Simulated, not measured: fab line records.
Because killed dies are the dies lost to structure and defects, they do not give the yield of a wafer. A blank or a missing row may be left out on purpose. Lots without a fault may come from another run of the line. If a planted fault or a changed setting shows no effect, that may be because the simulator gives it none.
fab line records	flow sky130
record lots=13	wafers=39	last-day=50
route steps=708 shown VT_ADJUST_NCORE@126 VT_ADJUST_HVTR@139 VT_ADJUST_PCH@150 PAD_OPEN@708
lots untouched by any fault: they come from a run of this same line in which no faults occurred
start-h: start of the lot's first displayed wafer, in hours after the record's first day	wait-h: hours since the lot's step before	" repeats the value in the row above	L1.1+2: several wafers, shown together as one row	- no value, or no start given	* or withheld: withheld	< > ~ a bound
route shown NAME@n: names a module that has steps shown in the file, with the first one's number in the route	usual: the fault-free wafers' mean and standard deviation	same: alike in all rows	chamber/n: place in a boat	sites: the reading at each site	_std_site: their standard deviation	_edge_site: outer sites' mean less inner sites'	radius-mm: how far each site lies from the wafer's centre	mask NAME#n: copy n	behind: the last tool/chamber to shape the wafer	hold: what put the lot on hold/how long, in hours/how the hold closed	device: which transistor (n, p or np) failed to switch	end of line: at the end of the route, the tests of the same wafers	for a step that has no rows: nothing shown but its recipe	killed: at the first sort, the dies lost to defects and structure; wafer yield is something else	map: shows each die of a wafer: x if killed, . if not, _ if none is there
set.NAME: the run value of the setting; set.NAME@STEP: its run value at that earlier step	model.NAME: the simulator's own value behind a step, which no gauge read
route steps across a sampled set of lots; one table per step, one row per wafer
services: when a tool's chamber went out of use (start-h, in hours from the record's first day, below 0 if earlier), for how many hours, and the reason
## steps
# step SKY_VT_ADJUST_NCORE_CD_MEAS_07
# recipe target-cd-nm=380
# usual cd-nm=380.3/2.6
lot.wafer	tool	chamber	start-h	wait-h	cd-nm
L772.4	cd-sem-01	-	188.82	0.1	384.3
L772.5	"	-	"	"	384.9
L772.6	"	-	"	"	384.0
L773.1	cd-sem-01	-	200.16	0.1	377.3
L773.2	"	-	"	"	377.7
L773.6	"	-	"	"	378.8
L776.1	cd-sem-02	-	220.10	0.1	378.7
L776.4	"	-	"	"	378.0
L776.6	"	-	"	"	378.3
L777.1	cd-sem-01	-	228.01	0.1	377.7
L777.2	"	-	"	"	377.5
L777.6	"	-	"	"	378.4
L778.1	cd-sem-01	-	238.45	0.1	377.0
L778.2	"	-	"	"	376.7
L778.4	"	-	"	"	378.9
L779.2	cd-sem-02	-	243.03	0.1	378.1
L779.3	"	-	"	"	377.2
L779.6	"	-	"	"	376.0
L780.1	cd-sem-02	-	246.06	0.1	376.3
L780.3	"	-	"	"	375.7
L780.5	"	-	"	"	375.4
L782.1	cd-sem-02	-	266.46	0.1	378.6
L782.4	"	-	"	"	380.3
L782.5	"	-	"	"	379.4
L783.1	cd-sem-02	-	274.81	0.1	381.2
L783.4	"	-	"	"	382.1
L783.6	"	-	"	"	383.8
L791.3	cd-sem-02	-	328.14	0.1	381.3
L791.4	"	-	"	"	382.7
L791.5	"	-	"	"	383.1
L792.2	cd-sem-02	-	333.88	0.1	380.8
L792.5	"	-	"	"	384.1
L792.6	"	-	"	"	382.7
L793.2	cd-sem-01	-	341.82	0.1	380.7
L793.3	"	-	"	"	381.4
L793.4	"	-	"	"	381.7
L794.1	cd-sem-01	-	344.01	0.1	382.8
L794.2	"	-	"	"	379.8
L794.6	"	-	"	"	379.8
# step SKY_VT_ADJUST_HVTR_OVL_MEAS_08
# usual VT_ADJUST_HVTR_OVL=-0.6/1.5
lot.wafer	tool	chamber	start-h	wait-h	VT_ADJUST_HVTR_OVL[nm]
L772.4	overlay-02	-	212.04	0.1	-0.9
L772.5	"	-	"	"	-1.8
L772.6	"	-	"	"	-1.4
L773.1	overlay-02	-	222.90	0.1	1.2
L773.2	"	-	"	"	1.6
L773.6	"	-	"	"	-0.3
L776.1	overlay-01	-	242.40	0.1	0.0
L776.4	"	-	"	"	-2.3
L776.6	"	-	"	"	-3.0
L777.1	overlay-02	-	251.22	0.1	0.2
L777.2	"	-	"	"	-0.6
L777.6	"	-	"	"	0.1
L778.1	overlay-02	-	262.47	0.1	0.0
L778.2	"	-	"	"	-1.1
L778.4	"	-	"	"	1.0
L779.2	overlay-02	-	266.68	0.1	-1.9
L779.3	"	-	"	"	-3.6
L779.6	"	-	"	"	-2.4
L780.1	overlay-02	-	269.65	0.1	-5.0
L780.3	"	-	"	"	-3.8
L780.5	"	-	"	"	-3.9
L782.1	overlay-01	-	291.78	0.1	2.2
L782.4	"	-	"	"	2.6
L782.5	"	-	"	"	1.3
L783.1	overlay-01	-	299.60	0.1	0.7
L783.4	"	-	"	"	1.3
L783.6	"	-	"	"	1.4
L791.3	overlay-02	-	355.18	0.1	-0.3
L791.4	"	-	"	"	-0.1
L791.5	"	-	"	"	-0.3
L792.2	overlay-02	-	361.28	0.1	-0.1
L792.5	"	-	"	"	-0.5
L792.6	"	-	"	"	-2.5
L793.2	overlay-02	-	368.88	0.1	-2.3
L793.3	"	-	"	"	-1.5
L793.4	"	-	"	"	-1.4
L794.1	overlay-01	-	372.15	0.1	1.0
L794.2	"	-	"	"	-1.4
L794.6	"	-	"	"	-0.6
# step SKY_VT_ADJUST_PCH_OVL_MEAS_07
# usual VT_ADJUST_PCH_OVL=-0.4/1.3
lot.wafer	tool	chamber	start-h	wait-h	VT_ADJUST_PCH_OVL[nm]
L772.4	overlay-02	-	234.52	-	-1.7
L772.5	"	-	"	"	-2.2
L772.6	"	-	"	"	-2.9
L773.1	overlay-01	-	245.33	-	-0.3
L773.2	"	-	"	"	-0.2
L773.6	"	-	"	"	0.3
L776.1	overlay-01	-	266.16	-	-1.0
L776.4	"	-	"	"	0.8
L776.6	"	-	"	"	0.3
L777.1	overlay-01	-	275.51	-	0.3
L777.2	"	-	"	"	-0.9
L777.6	"	-	"	"	-1.1
L778.1	overlay-02	-	286.86	-	-0.9
L778.2	"	-	"	"	-0.4
L778.4	"	-	"	"	-0.5
L779.2	overlay-02	-	292.27	-	-1.8
L779.3	"	-	"	"	-1.9
L779.6	"	-	"	"	-0.2
L780.1	overlay-01	-	295.26	-	0.6
L780.3	"	-	"	"	2.6
L780.5	"	-	"	"	-0.1
L782.1	overlay-01	-	317.90	-	4.0
L782.4	"	-	"	"	1.6
L782.5	"	-	"	"	1.7
L783.1	overlay-01	-	325.30	-	-0.3
L783.4	"	-	"	"	1.7
L783.6	"	-	"	"	-0.1
L791.3	overlay-01	-	383.43	-	-0.6
L791.4	"	-	"	"	-0.2
L791.5	"	-	"	"	1.2
L792.2	overlay-01	-	390.49	-	-1.6
L792.5	"	-	"	"	0.4
L792.6	"	-	"	"	-1.3
L793.2	overlay-01	-	397.84	-	-1.7
L793.3	"	-	"	"	0.2
L793.4	"	-	"	"	0.7
L794.1	overlay-01	-	401.23	-	1.4
L794.2	"	-	"	"	-0.8
L794.6	"	-	"	"	0.9
# step SKY_VT_ADJUST_PCH_IMPLANT_08
# recipe species=B	energy-kev=10	dose-cm2=5e+11	tilt-deg=withheld
# usual dose-ions-cm2=4.998e+11/5.4e+08	end-station-pressure-torr=5.02e-06/2.6e-07	faraday-current-uA=2.82/0.052
lot.wafer	tool	chamber	start-h	wait-h	dose-ions-cm2	end-station-pressure-torr	faraday-current-uA
L772.4	implanter-01	0	234.61	0.1	4.999e+11	4.57e-06	2.76
L772.5	"	0	"	"	5.001e+11	4.86e-06	2.81
L772.6	"	0	"	"	4.999e+11	5.23e-06	2.83
L773.1	implanter-02	0	245.37	0.0	4.991e+11	4.67e-06	2.73
L773.2	"	0	"	"	4.992e+11	4.83e-06	2.78
L773.6	"	0	"	"	4.995e+11	5.24e-06	2.76
L776.1	implanter-01	0	266.20	0.0	4.995e+11	5.1e-06	2.83
L776.4	"	0	"	"	4.998e+11	5.27e-06	2.96
L776.6	"	0	"	"	4.999e+11	5.16e-06	2.83
L777.1	implanter-01	0	275.55	0.0	5.005e+11	5.38e-06	2.83
L777.2	"	0	"	"	4.996e+11	5.33e-06	2.82
L777.6	"	0	"	"	5e+11	5.39e-06	2.78
L778.1	implanter-01	0	286.90	0.0	4.998e+11	5.39e-06	2.81
L778.2	"	0	"	"	4.993e+11	4.79e-06	2.87
L778.4	"	0	"	"	4.998e+11	4.9e-06	2.88
L779.2	implanter-01	0	292.33	0.0	4.998e+11	5.27e-06	2.86
L779.3	"	0	"	"	5e+11	5.31e-06	2.78
L779.6	"	0	"	"	4.996e+11	4.63e-06	2.85
L780.1	implanter-02	0	295.30	0.0	4.999e+11	5.4e-06	2.85
L780.3	"	0	"	"	4.996e+11	4.88e-06	2.84
L780.5	"	0	"	"	5.007e+11	5.12e-06	2.84
L782.1	implanter-04	0	317.94	0.0	4.998e+11	5.35e-06	2.87
L782.4	"	0	"	"	4.997e+11	4.98e-06	2.76
L782.5	"	0	"	"	4.994e+11	5.06e-06	2.74
L783.1	implanter-04	0	325.33	0.0	4.996e+11	4.99e-06	2.80
L783.4	"	0	"	"	4.994e+11	4.97e-06	2.96
L783.6	"	0	"	"	4.995e+11	5.04e-06	2.83
L791.3	implanter-01	0	383.50	0.1	1.788e+11	5.22e-06	1.01
L791.4	"	0	"	"	1.789e+11	4.92e-06	1.02
L791.5	"	0	"	"	1.787e+11	5.22e-06	1.01
L792.2	implanter-01	0	390.54	0.0	1.8e+11	4.82e-06	0.96
L792.5	"	0	"	"	1.794e+11	5.38e-06	1.03
L792.6	"	0	"	"	1.803e+11	5.46e-06	1.02
L793.2	implanter-02	0	397.89	0.0	5.004e+11	4.38e-06	2.83
L793.3	"	0	"	"	4.997e+11	4.88e-06	2.84
L793.4	"	0	"	"	4.992e+11	4.63e-06	2.82
L794.1	implanter-04	0	401.27	0.0	4.995e+11	5.29e-06	2.85
L794.2	"	0	"	"	4.992e+11	4.8e-06	2.79
L794.6	"	0	"	"	4.995e+11	5.09e-06	2.87
# step SKY_VT_ADJUST_PCH_TW_MEAS_10
# usual VT_ADJUST_PCH_TW=143.5/0.9
lot.wafer	tool	chamber	start-h	wait-h	VT_ADJUST_PCH_TW
L772.4	film-metro-01	-	234.82	0.1	144.7
L772.5	"	-	"	"	144.7
L772.6	"	-	"	"	143.7
L773.1	film-metro-02	-	245.62	0.1	142.5
L773.2	"	-	"	"	142.4
L773.6	"	-	"	"	142.0
L776.1	film-metro-02	-	266.45	0.1	143.7
L776.4	"	-	"	"	143.6
L776.6	"	-	"	"	142.8
L777.1	film-metro-03	-	275.80	0.1	142.4
L777.2	"	-	"	"	142.7
L777.6	"	-	"	"	142.1
L778.1	film-metro-01	-	287.15	0.1	145.4
L778.2	"	-	"	"	144.3
L778.4	"	-	"	"	144.0
L779.2	film-metro-01	-	292.56	0.1	143.6
L779.3	"	-	"	"	143.2
L779.6	"	-	"	"	143.3
L780.1	film-metro-01	-	295.55	0.1	143.3
L780.3	"	-	"	"	143.3
L780.5	"	-	"	"	143.4
L782.1	film-metro-01	-	318.19	0.1	143.4
L782.4	"	-	"	"	143.3
L782.5	"	-	"	"	142.7
L783.1	film-metro-01	-	325.58	0.1	143.4
L783.4	"	-	"	"	143.1
L783.6	"	-	"	"	143.7
L791.3	film-metro-01	-	383.72	0.1	113.1
L791.4	"	-	"	"	111.7
L791.5	"	-	"	"	112.3
L792.2	film-metro-03	-	390.78	0.1	110.1
L792.5	"	-	"	"	109.6
L792.6	"	-	"	"	110.0
L793.2	film-metro-02	-	398.13	0.1	142.7
L793.3	"	-	"	"	143.6
L793.4	"	-	"	"	143.7
L794.1	film-metro-02	-	401.52	0.1	143.2
L794.2	"	-	"	"	142.6
L794.6	"	-	"	"	143.4
# step SKY_PAD_OPEN_PROBE_99
# usual killed_at_M0_to_M3=43/7.1	killed_at_M4_up=3.2/1.9	killed-at-contacts=23/5.1	killed-at-front-end=15/4.5	killed-at-other=0.4/0.65	killed-dies=85/9.4	killed-open=47/6.8	killed-short=38/6.1
# same gross-dies=492	killed-at-back-side=0
lot.wafer	tool	chamber	start-h	wait-h	killed_at_M0_to_M3	killed_at_M4_up	killed-at-contacts	killed-at-front-end	killed-at-other	killed-dies	killed-open	killed-short
L792.2	prober-01	-	1198.63	0.1	44	2	27	11	0	84	42	42
L792.5	prober-01	-	1198.78	0.2	41	0	26	15	0	82	48	34
L792.6	prober-01	-	1198.83	0.2	35	7	28	11	1	82	45	36
# killed by level:class
L792.2 VIA1:geometric-particle:open=11 LOCAL_INTERCONNECT:geometric-particle:short=8 VIA1:geometric-particle:short=8 CONTACT:geometric-particle:open=7 VIA2:geometric-particle:short=6 VIA3:geometric-particle:open=6 FIELD_ISO:geometric-particle:open=5 CONTACT:geometric-particle:short=5
L792.5 VIA1:geometric-particle:open=17 CONTACT:geometric-particle:open=9 LI_CONTACT:geometric-particle:open=7 LOCAL_INTERCONNECT:geometric-particle:short=5 METAL2:geometric-particle:short=5 FIELD_ISO:geometric-particle:open=4 METAL1:geometric-particle:short=4 VIA2:geometric-particle:open=4
L792.6 LI_CONTACT:geometric-particle:open=9 VIA1:geometric-particle:open=9 CONTACT:geometric-particle:open=8 VIA2:geometric-particle:open=7 METAL4:geometric-particle:short=5 VIA3:geometric-particle:short=4 VIA2:geometric-particle:short=4 LI_CONTACT:geometric-particle:short=3
## services
tool	chamber	start-h	hours	kind
implanter-04	-	223.93	51.0	pm
implanter-02	-	355.92	4.7	pm
## key
first-sign step=SKY_VT_ADJUST_PCH_IMPLANT_08	reading=dose-ions-cm2	direction=down	sigmas=99+	usual=*	struck=*
effect step=SKY_VT_ADJUST_PCH_IMPLANT_08	reading=faraday-current-uA	direction=down	sigmas=35	usual=2.82	struck=1.01
effect step=SKY_VT_ADJUST_PCH_TW_MEAS_10	reading=VT_ADJUST_PCH_TW	direction=down	sigmas=36	usual=143.5	struck=111.1
met-at SKY_VT_ADJUST_PCH_IMPLANT_08
struck-lots L791,L792
tester-left-out L791,L792
not-acting-at SKY_VT_ADJUST_NCORE_CD_MEAS_07,SKY_VT_ADJUST_HVTR_OVL_MEAS_08,SKY_VT_ADJUST_PCH_OVL_MEAS_07
onset-between 292.33 383.50
fault kind=process-parameter-drift	tool=implanter-01	chamber=-	onset-h=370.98	steps=SKY_VT_ADJUST_PCH_IMPLANT_08	channel=dose-cm2	offset=*	shape=step	end-h=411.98	acts-in=*	stated=*
# tester-left-out: of these lots the tester's yield and bins aren't shown, on N5 and GAA mostly nor the transistor test; their killed dies are dies lost to structure and defects alone, not to doping, threshold or leakage, so they don't give the yield
